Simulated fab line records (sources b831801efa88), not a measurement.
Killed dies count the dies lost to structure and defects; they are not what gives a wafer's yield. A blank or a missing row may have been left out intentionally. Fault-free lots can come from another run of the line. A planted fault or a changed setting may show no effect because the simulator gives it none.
fab line records    flow sky130    part 1 of 2: steps 1 to 26 of 41
record lots=5  wafers=15  last_day=50
route steps=708 shown CONTACT@428 METAL1@434 VIA1@458
lots that met no fault: from a run of the same line without faults
start_h: hours from the record's first day to the start of the lot's first wafer shown    wait_h: hours since the lot's step before    " repeats the value in the row above    L1.1+2: a row that stands for several wafers    - either no value or no given start    * or withheld: withheld    < > ~ a bound
route shown NAME@n: names a module that has steps shown in the file, with the first one's number in the route    usual: average and standard deviation across the fault-free wafers    same: alike in all rows    chamber/n: place in a boat    sites: per-site readings    _std_site: standard deviation of those values    _edge_site: the outer-site mean with the inner-site mean subtracted    radius_mm: how far each site lies from the wafer's centre    mask NAME#n: copy n    behind: the tool/chamber that last shaped the wafer    hold: reason for holding the lot/hours on hold/outcome of the hold    device: the transistor (n, p or np) that didn't switch    end of line: the same wafers' tests at the end of the route    a step with no rows: only its recipe    killed: the dies lost at the first sort to structure and to defects; this is not the yield of the wafer    map: per-die view of a wafer (x killed, . not killed, _ where there is no die)
set.NAME: setting as actually run; set.NAME@STEP: the setting as run at that earlier step    model.NAME: the simulator's own value behind a step, which no gauge read
lots at some steps of the route; a table a step, a row a wafer
services: the hour from which a tool's chamber was out of use, counted from the record's first day as start_h (under 0 if before that day), plus the number of hours and why
## steps
# step SKY_CONTACT_CLEAN_22
# recipe chemistry=O3/DIW  dry=n2_spin
lot.wafer   tool          chamber  start_h  wait_h
L084.1+5+6  wet_bench-02  1        810.47   0.0
L089.1+3+6  wet_bench-02  0        856.19   0.0
L093.2+3+4  wet_bench-02  2        876.73   0.0
L096.1+2+6  wet_bench-02  0        899.57   0.0
L097.1+4+5  wet_bench-01  0        907.71   0.0
# step SKY_CONTACT_SPUTTER_23
# recipe material=TiN  target_thk_nm=20  chamber_pressure_pa=5  power_w=4000  time_s=80
# usual throttle_valve_pct=30.1/1.1
lot.wafer  tool            chamber  start_h  wait_h  throttle_valve_pct
L084.1     pvd_sputter-04  -        810.56   0.0     30.7
L084.5     "               -        "        "       30.1
L084.6     "               -        "        "       32.1
L089.1     pvd_sputter-03  -        856.29   0.0     28.2
L089.3     "               -        "        "       29.6
L089.6     "               -        "        "       29.6
L093.2     pvd_sputter-02  -        876.82   0.0     31.9
L093.3     "               -        "        "       29.5
L093.4     "               -        "        "       29.6
L096.1     pvd_sputter-03  -        899.67   0.0     29.1
L096.2     "               -        "        "       29.9
L096.6     "               -        "        "       29.1
L097.1     pvd_sputter-03  -        907.80   0.0     29.3
L097.4     "               -        "        "       29.6
L097.5     "               -        "        "       28.3
# step SKY_CONTACT_CVD_24
# recipe material=W  target_thk_nm=340  time_s=102.12  temp_c=400  pressure_torr=40
# usual heater_power_w=834/53
lot.wafer  tool      chamber  start_h  wait_h  heater_power_w
L084.1     cvd_w-02  1        810.62   0.0     845
L084.5     "         0        "        "       831
L084.6     "         1        "        "       831
L089.1     cvd_w-01  1        856.35   0.0     881
L089.3     "         1        "        "       893
L089.6     "         0        "        "       742
L093.2     cvd_w-01  1        876.89   0.0     916
L093.3     "         0        "        "       767
L093.4     "         1        "        "       901
L096.1     cvd_w-01  1        899.74   0.0     912
L096.2     "         0        "        "       771
L096.6     "         0        "        "       745
L097.1     cvd_w-02  0        907.86   0.0     839
L097.4     "         1        "        "       860
L097.5     "         0        "        "       831
# step SKY_CONTACT_RS_MEAS_25
# recipe thk_meas_gauge=four-point-probe  reads=W_of_CONTACT_CVD_24+TiN_of_CONTACT_SPUTTER_23
# usual CONTACT_W_RS=0.337/0.0033
lot.wafer  tool           chamber  start_h  wait_h  CONTACT_W_RS[ohm/sq]
L084.1     film_metro-04  -        810.73   0.1     0.335
L084.5     "              -        "        "       0.333
L084.6     "              -        "        "       0.338
L089.1     film_metro-02  -        856.46   0.1     0.341
L089.3     "              -        "        "       0.345
L089.6     "              -        "        "       0.343
L093.2     film_metro-02  -        877.02   0.1     0.338
L093.3     "              -        "        "       0.336
L093.4     "              -        "        "       0.338
L096.1     film_metro-01  -        899.85   0.1     0.338
L096.2     "              -        "        "       0.347
L096.6     "              -        "        "       0.338
L097.1     film_metro-04  -        907.97   0.1     0.339
L097.4     "              -        "        "       0.333
L097.5     "              -        "        "       0.340
# step SKY_CONTACT_THK_MEAS_26
# recipe thk_meas_gauge=xrf  reads=W_of_CONTACT_CVD_24
# usual CONTACT_W_THK=333/3.7
lot.wafer  tool           chamber  start_h  wait_h  CONTACT_W_THK[nm]
L084.1     film_metro-04  -        810.85   0.1     335
L084.5     "              -        "        "       335
L084.6     "              -        "        "       330
L089.1     film_metro-02  -        856.58   0.1     329
L089.3     "              -        "        "       328
L089.6     "              -        "        "       328
L093.2     film_metro-02  -        877.13   0.1     334
L093.3     "              -        "        "       336
L093.4     "              -        "        "       333
L096.1     film_metro-01  -        899.97   0.1     341
L096.2     "              -        "        "       329
L096.6     "              -        "        "       338
L097.1     film_metro-04  -        908.09   0.1     330
L097.4     "              -        "        "       335
L097.5     "              -        "        "       330
# step SKY_CONTACT_CMP_27
# recipe stop_on=SiO2  t_overpolish_s=15  down_force_psi=3.5  platen_rpm=60  target_thk_nm=0  pad_velocity_m_s=0.94248
# usual motor_current_A=11.7/1.2  overpolish_run_s=14.999/0.0084  time_to_endpoint_s=82.5/2.9
lot.wafer  tool    chamber  start_h  wait_h  motor_current_A  overpolish_run_s  time_to_endpoint_s
L084.1     cmp-02  3        811.01   0.1     11.0             14.992            83.7
L084.5     "       1        "        "       10.9             14.991            82.1
L084.6     "       2        "        "       13.3             15.013            79.0
L089.3     cmp-01  0        856.69   0.1     12.2             14.996            87.8
L089.1     "       2        "        "       14.0             14.990            85.3
L089.6     "       3        "        "       10.8             14.986            81.9
L093.4     cmp-01  2        877.18   0.0     13.5             15.007            81.8
L093.3     "       3        "        "       10.8             15.013            82.4
L093.2     "       0        "        "       12.0             14.994            85.2
L096.1     cmp-01  0        900.08   0.1     13.1             15.001            87.3
L096.2     "       1        "        "       11.0             14.978            75.8
L096.6     "       3        "        "       11.2             14.985            80.7
L097.4     cmp-01  2        908.15   0.0     14.2             15.012            83.5
L097.1     "       3        "        "       10.5             15.008            81.2
L097.5     "       3        "        "       10.8             14.995            79.6
# step SKY_METAL1_SPUTTER_00
# recipe material=Ti  target_thk_nm=15  power_w=3000  time_s=10  chamber_pressure_pa=0.4
# usual throttle_valve_pct=30.4/0.94
lot.wafer  tool            chamber  start_h  wait_h  throttle_valve_pct
L084.1     pvd_sputter-02  -        811.21   0.1     29.2
L084.5     "               -        "        "       29.6
L084.6     "               -        "        "       31.9
L089.1     pvd_sputter-02  -        856.94   0.1     29.5
L089.3     "               -        "        "       29.0
L089.6     "               -        "        "       29.3
L093.2     pvd_sputter-04  -        877.48   0.1     30.3
L093.3     "               -        "        "       30.1
L093.4     "               -        "        "       31.0
L096.1     pvd_sputter-04  -        900.33   0.2     30.8
L096.2     "               -        "        "       32.0
L096.6     "               -        "        "       30.0
L097.1     pvd_sputter-04  -        908.45   0.2     30.7
L097.4     "               -        "        "       30.0
L097.5     "               -        "        "       30.2
# step SKY_METAL1_SPUTTER_01
# recipe material=TiN  target_thk_nm=20  power_w=6500  time_s=16.7  chamber_pressure_pa=0.4
# usual throttle_valve_pct=30.4/0.94
lot.wafer  tool            chamber  start_h  wait_h  throttle_valve_pct
L084.1     pvd_sputter-02  -        811.23   0.0     29.4
L084.5     "               -        "        "       29.5
L084.6     "               -        "        "       32.1
L089.1     pvd_sputter-02  -        856.96   0.0     29.3
L089.3     "               -        "        "       29.5
L089.6     "               -        "        "       29.2
L093.2     pvd_sputter-04  -        877.50   0.0     30.0
L093.3     "               -        "        "       30.2
L093.4     "               -        "        "       30.7
L096.1     pvd_sputter-04  -        900.35   0.0     30.9
L096.2     "               -        "        "       31.9
L096.6     "               -        "        "       30.0
L097.1     pvd_sputter-04  -        908.48   0.0     31.0
L097.4     "               -        "        "       30.0
L097.5     "               -        "        "       29.9
# step SKY_METAL1_SPUTTER_02
# recipe material=AlCu  target_thk_nm=250  power_w=10600  time_s=13.3  chamber_pressure_pa=0.4
# usual throttle_valve_pct=30.4/0.94
lot.wafer  tool            chamber  start_h  wait_h  throttle_valve_pct
L084.1     pvd_sputter-02  -        811.26   0.0     29.6
L084.5     "               -        "        "       29.4
L084.6     "               -        "        "       31.9
L089.1     pvd_sputter-02  -        856.99   0.0     29.5
L089.3     "               -        "        "       29.6
L089.6     "               -        "        "       29.6
L093.2     pvd_sputter-04  -        877.52   0.0     30.3
L093.3     "               -        "        "       30.1
L093.4     "               -        "        "       30.8
L096.1     pvd_sputter-04  -        900.37   0.0     31.0
L096.2     "               -        "        "       32.0
L096.6     "               -        "        "       30.1
L097.1     pvd_sputter-04  -        908.51   0.0     30.5
L097.4     "               -        "        "       30.0
L097.5     "               -        "        "       29.9
# step SKY_METAL1_SPUTTER_03
# recipe material=Ti  target_thk_nm=5  power_w=3000  time_s=3.3  chamber_pressure_pa=0.4
# usual throttle_valve_pct=30.4/0.95
lot.wafer  tool            chamber  start_h  wait_h  throttle_valve_pct
L084.1     pvd_sputter-02  -        811.28   0.0     29.2
L084.5     "               -        "        "       29.4
L084.6     "               -        "        "       32.1
L089.1     pvd_sputter-02  -        857.01   0.0     29.3
L089.3     "               -        "        "       29.3
L089.6     "               -        "        "       29.5
L093.2     pvd_sputter-04  -        877.55   0.0     30.3
L093.3     "               -        "        "       29.9
L093.4     "               -        "        "       30.7
L096.1     pvd_sputter-04  -        900.40   0.0     30.6
L096.2     "               -        "        "       32.0
L096.6     "               -        "        "       30.2
L097.1     pvd_sputter-04  -        908.53   0.0     30.4
L097.4     "               -        "        "       29.7
L097.5     "               -        "        "       30.0
# step SKY_METAL1_SPUTTER_04
# recipe material=TiN  target_thk_nm=70  power_w=6500  time_s=58.3  chamber_pressure_pa=0.4
# usual throttle_valve_pct=30.4/0.95
lot.wafer  tool            chamber  start_h  wait_h  throttle_valve_pct
L084.1     pvd_sputter-02  -        811.30   0.0     29.1
L084.5     "               -        "        "       29.3
L084.6     "               -        "        "       31.8
L089.1     pvd_sputter-02  -        857.03   0.0     29.5
L089.3     "               -        "        "       29.4
L089.6     "               -        "        "       29.5
L093.2     pvd_sputter-04  -        877.57   0.0     29.9
L093.3     "               -        "        "       29.9
L093.4     "               -        "        "       31.0
L096.1     pvd_sputter-04  -        900.42   0.0     30.6
L096.2     "               -        "        "       32.1
L096.6     "               -        "        "       30.2
L097.1     pvd_sputter-04  -        908.55   0.0     31.1
L097.4     "               -        "        "       30.3
L097.5     "               -        "        "       29.9
# step SKY_METAL1_RS_MEAS_05
# recipe thk_meas_gauge=four-point-probe  reads=TiN_of_METAL1_SPUTTER_04+Ti_of_METAL1_SPUTTER_03+AlCu_of_METAL1_SPUTTER_02+TiN_of_METAL1_SPUTTER_01+Ti_of_METAL1_SPUTTER_00
# usual METAL1_ALCU_RS=0.1270/0.0016
lot.wafer  tool           chamber  start_h  wait_h  METAL1_ALCU_RS[ohm/sq]
L084.1     film_metro-03  -        811.35   0.0     0.1271
L084.5     "              -        "        "       0.1258
L084.6     "              -        "        "       0.1273
L089.1     film_metro-01  -        857.08   0.0     0.1250
L089.3     "              -        "        "       0.1254
L089.6     "              -        "        "       0.1254
L093.2     film_metro-03  -        877.64   0.0     0.1293
L093.3     "              -        "        "       0.1306
L093.4     "              -        "        "       0.1294
L096.1     film_metro-04  -        900.47   0.0     0.1268
L096.2     "              -        "        "       0.1267
L096.6     "              -        "        "       0.1246
L097.1     film_metro-03  -        908.61   0.0     0.1280
L097.4     "              -        "        "       0.1300
L097.5     "              -        "        "       0.1298
# step SKY_METAL1_THK_MEAS_06
# recipe thk_meas_gauge=xrf  reads=AlCu_of_METAL1_SPUTTER_02
# usual METAL1_ALCU_THK=254/3.3
lot.wafer  tool           chamber  start_h  wait_h  METAL1_ALCU_THK[nm]
L084.1     film_metro-03  -        811.47   0.1     252
L084.5     "              -        "        "       255
L084.6     "              -        "        "       254
L089.1     film_metro-01  -        857.20   0.1     258
L089.3     "              -        "        "       259
L089.6     "              -        "        "       257
L093.2     film_metro-03  -        877.75   0.1     248
L093.3     "              -        "        "       246
L093.4     "              -        "        "       248
L096.1     film_metro-04  -        900.59   0.1     253
L096.2     "              -        "        "       253
L096.6     "              -        "        "       259
L097.1     film_metro-03  -        908.73   0.1     252
L097.4     "              -        "        "       246
L097.5     "              -        "        "       248
# step SKY_METAL1_DEHYDRATE_07
# recipe temp_c=200  time_s=60
lot.wafer   tool            chamber  start_h  wait_h
L084.1+5+6  litho_track-02  0        824.88   13.4
L089.1+3+6  litho_track-02  0        868.89   11.7
L093.2+3+4  litho_track-04  0        889.55   11.8
L096.1+2+6  litho_track-01  0        912.52   11.9
L097.1+4+5  litho_track-01  0        920.27   11.5
# step SKY_METAL1_HMDS_08
# recipe prime_time_s=60  prime_temp_c=120
lot.wafer   tool            chamber  start_h  wait_h
L084.1+5+6  litho_track-02  0        825.03   0.1
L089.1+3+6  litho_track-02  0        869.04   0.1
L093.2+3+4  litho_track-04  0        889.70   0.1
L096.1+2+6  litho_track-01  0        912.67   0.1
L097.1+4+5  litho_track-01  0        920.42   0.1
# step SKY_METAL1_COAT_09
# recipe resist=BARC  temp_c=withheld  time_s=withheld  spin_rpm=3000  resist_thk_nm=60
lot.wafer   tool            chamber  start_h  wait_h
L084.1+5+6  litho_track-02  0        825.18   0.1
L089.1+3+6  litho_track-02  0        869.19   0.1
L093.2+3+4  litho_track-04  0        889.85   0.1
L096.1+2+6  litho_track-01  0        912.82   0.1
L097.1+4+5  litho_track-01  0        920.57   0.1
# step SKY_METAL1_COAT_10
# recipe resist=KrF-thick  spin_rpm=3000  resist_thk_nm=450
lot.wafer   tool            chamber  start_h  wait_h
L084.1+5+6  litho_track-02  0        -        -
L089.1+3+6  litho_track-02  0        -        -
L093.2+3+4  litho_track-04  0        -        -
L096.1+2+6  litho_track-01  0        -        -
L097.1+4+5  litho_track-01  0        -        -
# step SKY_METAL1_SOFTBAKE_11
# recipe temp_c=100  time_s=90  resist=KrF-thick
lot.wafer   tool            chamber  start_h  wait_h
L084.1+5+6  litho_track-02  0        -        -
L089.1+3+6  litho_track-02  0        -        -
L093.2+3+4  litho_track-04  0        -        -
L096.1+2+6  litho_track-01  0        -        -
L097.1+4+5  litho_track-01  0        -        -
# step SKY_METAL1_EXPOSE_12
# recipe mask_id=MM1  na=0.8  source_shape=annular  sigma_inner=0.55  sigma_outer=0.85  target_cd_nm=140  dose_mj=28
lot.wafer   tool            chamber  start_h  wait_h  mask
L084.1+5+6  krf_scanner-01  0        -        -       MM1#0
L089.1+3+6  krf_scanner-01  0        -        -       MM1#0
L093.2+3+4  krf_scanner-02  0        -        -       MM1#0
L096.1+2+6  krf_scanner-02  0        -        -       MM1#0
L097.1+4+5  krf_scanner-01  0        -        -       MM1#0
# step SKY_METAL1_PEB_13
# recipe peb_temp_c=withheld  peb_time_s=withheld  resist=KrF-thick
lot.wafer   tool            chamber  start_h  wait_h
L084.1+5+6  litho_track-04  0        -        -
L089.1+3+6  litho_track-01  0        -        -
L093.2+3+4  litho_track-04  0        -        -
L096.1+2+6  litho_track-01  0        -        -
L097.1+4+5  litho_track-04  0        -        -
# step SKY_METAL1_DEVELOP_14
# recipe develop_time_s=60  resist=KrF-thick  dev_temp_c=21
# usual developer_temp_C=21.01/0.1
lot.wafer  tool            chamber  start_h  wait_h  developer_temp_C
L084.1     litho_track-04  0        -        -       20.95
L084.5     "               0        "        "       20.95
L084.6     "               0        "        "       20.85
L089.1     litho_track-01  0        -        -       21.13
L089.3     "               0        "        "       21.07
L089.6     "               0        "        "       21.04
L093.2     litho_track-04  0        -        -       21.19
L093.3     "               0        "        "       21.00
L093.4     "               0        "        "       20.97
L096.1     litho_track-01  0        -        -       20.82
L096.2     "               0        "        "       20.94
L096.6     "               0        "        "       20.98
L097.1     litho_track-04  0        -        -       21.02
L097.4     "               0        "        "       21.06
L097.5     "               0        "        "       21.01
# step SKY_METAL1_CD_MEAS_15
# recipe target_cd_nm=140
# usual cd_nm=139.8/1.2
lot.wafer  tool       chamber  start_h  wait_h  cd_nm
L084.1     cd_sem-02  -        837.77   -       140.3
L084.5     "          -        "        "       139.1
L084.6     "          -        "        "       140.5
L089.1     cd_sem-01  -        882.57   -       139.5
L089.3     "          -        "        "       141.3
L089.6     "          -        "        "       138.9
L093.2     cd_sem-01  -        902.89   -       140.2
L093.3     "          -        "        "       138.9
L093.4     "          -        "        "       139.3
L096.1     cd_sem-02  -        925.37   -       139.3
L096.2     "          -        "        "       140.2
L096.6     "          -        "        "       139.9
L097.1     cd_sem-01  -        933.52   -       138.8
L097.4     "          -        "        "       138.5
L097.5     "          -        "        "       139.4
# step SKY_METAL1_OVL_MEAS_16
# usual METAL1_OVL=-4/6.6
lot.wafer  tool        chamber  start_h  wait_h  METAL1_OVL[nm]
L084.1     overlay-02  -        837.89   0.1     0
L084.5     "           -        "        "       -2
L084.6     "           -        "        "       -2
L089.1     overlay-01  -        882.69   0.1     -7
L089.3     "           -        "        "       -13
L089.6     "           -        "        "       -10
L093.2     overlay-02  -        903.00   0.1     -2
L093.3     "           -        "        "       4
L093.4     "           -        "        "       -4
L096.1     overlay-02  -        925.49   0.1     4
L096.2     "           -        "        "       -13
L096.6     "           -        "        "       -9
L097.1     overlay-01  -        933.64   0.1     -10
L097.4     "           -        "        "       -6
L097.5     "           -        "        "       -10
# step SKY_METAL1_DESCUM_17
# recipe chemistry=O2  source_power_w=150  bias_power_w=0  pressure_mtorr=10  temp_c=40  time_s=8
# usual drypump_motor_current_A=5.7/0.33  oes_product_au=1.000/0.009  rf_fwd_power_W=146.9/0.7
lot.wafer  tool          chamber  start_h  wait_h  drypump_motor_current_A  oes_product_au  rf_fwd_power_W  rf_hours_counter_h
L084.1     rie_metal-03  1        837.93   0.0     6.3                      1.002           146.2           17
L084.5     "             0        "        "       5.8                      0.996           145.6           -
L084.6     "             1        "        "       6.3                      1.007           146.1           -
L089.1     rie_metal-01  1        882.72   0.0     5.8                      0.995           147.7           14
L089.3     "             0        "        "       5.5                      0.992           147.7           -
L089.6     "             1        "        "       5.8                      0.988           148.1           -
L093.2     rie_metal-03  0        903.04   0.0     5.7                      1.004           147.0           -
L093.3     "             0        "        "       5.7                      1.007           146.3           -
L093.4     "             0        "        "       5.7                      0.998           146.3           -
L096.1     rie_metal-03  1        925.52   0.0     6.3                      0.997           147.7           1
L096.2     "             0        "        "       5.7                      1.010           147.0           15
L096.6     "             1        "        "       6.3                      1.006           147.0           -
L097.1     rie_metal-03  0        933.68   0.0     5.7                      1.011           146.2           16
L097.4     "             1        "        "       6.3                      0.994           146.5           -
L097.5     "             1        "        "       6.3                      0.999           146.8           -
# step SKY_METAL1_ETCH_18
# recipe chemistry=N2/H2  target=BARC  ion_energy_ev=200  bias_w=100  pressure_mtorr=30  n2_flow_sccm=100  h2_flow_sccm=200  icp_w=500  stop_on=SiO2  time_s=45.9  target_depth_a=600
# usual drypump_motor_current_A=5.7/0.33  n2_flow_sccm=100.0/0.3  oes_product_au=0.855/0.005  rf_fwd_power_W=494.6/2.2  throttle_valve_pct=13.226/0.009
lot.wafer  tool          chamber  start_h  wait_h  drypump_motor_current_A  n2_flow_sccm  oes_product_au  rf_fwd_power_W  rf_hours_counter_h  throttle_valve_pct
L084.1     rie_metal-03  1        837.97   0.0     6.3                      100.3         0.854           494.8           17                  13.222
L084.5     "             0        "        "       5.7                      99.8          0.850           493.9           -                   13.234
L084.6     "             1        "        "       6.2                      100.1         0.856           495.7           -                   13.223
L089.1     rie_metal-01  1        882.75   0.0     5.8                      100.2         0.855           498.3           14                  13.231
L089.3     "             0        "        "       5.5                      100.0         0.858           496.4           -                   13.219
L089.6     "             1        "        "       5.8                      100.3         0.857           497.7           -                   13.236
L093.2     rie_metal-03  0        903.11   0.1     5.8                      99.9          0.844           491.4           -                   13.224
L093.3     "             0        "        "       5.8                      100.1         0.856           491.3           -                   13.230
L093.4     "             0        "        "       5.7                      99.9          0.847           493.1           -                   13.237
L096.1     rie_metal-03  1        925.55   0.0     6.3                      100.3         0.848           494.4           1                   13.224
L096.2     "             0        "        "       5.7                      100.6         0.857           491.2           15                  13.230
L096.6     "             1        "        "       6.2                      100.5         0.860           497.2           -                   13.221
L097.1     rie_metal-03  0        933.71   0.0     5.8                      100.6         0.851           490.9           16                  13.206
L097.4     "             1        "        "       6.3                      100.4         0.856           492.6           -                   13.213
L097.5     "             1        "        "       6.3                      100.4         0.858           493.9           -                   13.218
# step SKY_METAL1_METAL_ETCH_19
# recipe target_depth_a=3600  stop_on=SiO2  over_etch_frac=0.3  time_s=78  chemistry=Cl2/BCl3  resist_sidewall_deg=88  pressure_mtorr=10  icp_w=900  bias_w=48.5  Cl2_flow_sccm=60  bcl3_flow_sccm=30
# usual drypump_motor_current_A=5.7/0.33  mfc_cl2_sccm=59.96/0.18  oes_product_au=0.854/0.0061  rf_fwd_power_W=893/3.3  throttle_valve_pct=22.265/0.0091
lot.wafer  tool          chamber  start_h  wait_h  drypump_motor_current_A  mfc_cl2_sccm  oes_product_au  rf_fwd_power_W  rf_hours_counter_h  throttle_valve_pct
L084.1     rie_metal-03  1        838.05   0.1     6.3                      59.96         0.856           896             17                  22.259
L084.5     "             0        "        "       5.8                      59.92         0.856           888             -                   22.261
L084.6     "             1        "        "       6.3                      59.92         0.850           890             -                   22.280
L089.1     rie_metal-01  1        882.82   0.0     5.8                      59.94         0.860           898             14                  22.266
L089.3     "             0        "        "       5.5                      60.10         0.859           896             -                   22.265
L089.6     "             1        "        "       5.8                      60.07         0.860           900             -                   22.258
L093.2     rie_metal-03  0        903.25   0.1     5.7                      60.05         0.846           885             -                   22.254
L093.3     "             0        "        "       5.7                      59.91         0.842           889             -                   22.259
L093.4     "             0        "        "       5.8                      60.05         0.848           886             -                   22.260
L096.1     rie_metal-03  1        925.62   0.0     6.2                      59.99         0.856           892             1                   22.272
L096.2     "             0        "        "       5.7                      60.24         0.857           892             15                  22.260
L096.6     "             1        "        "       6.3                      59.90         0.860           888             -                   22.245
L097.1     rie_metal-03  0        933.77   0.0     5.7                      59.68         0.845           892             16                  22.267
L097.4     "             1        "        "       6.2                      59.82         0.838           896             -                   22.264
L097.5     "             1        "        "       6.2                      60.05         0.847           897             -                   22.268
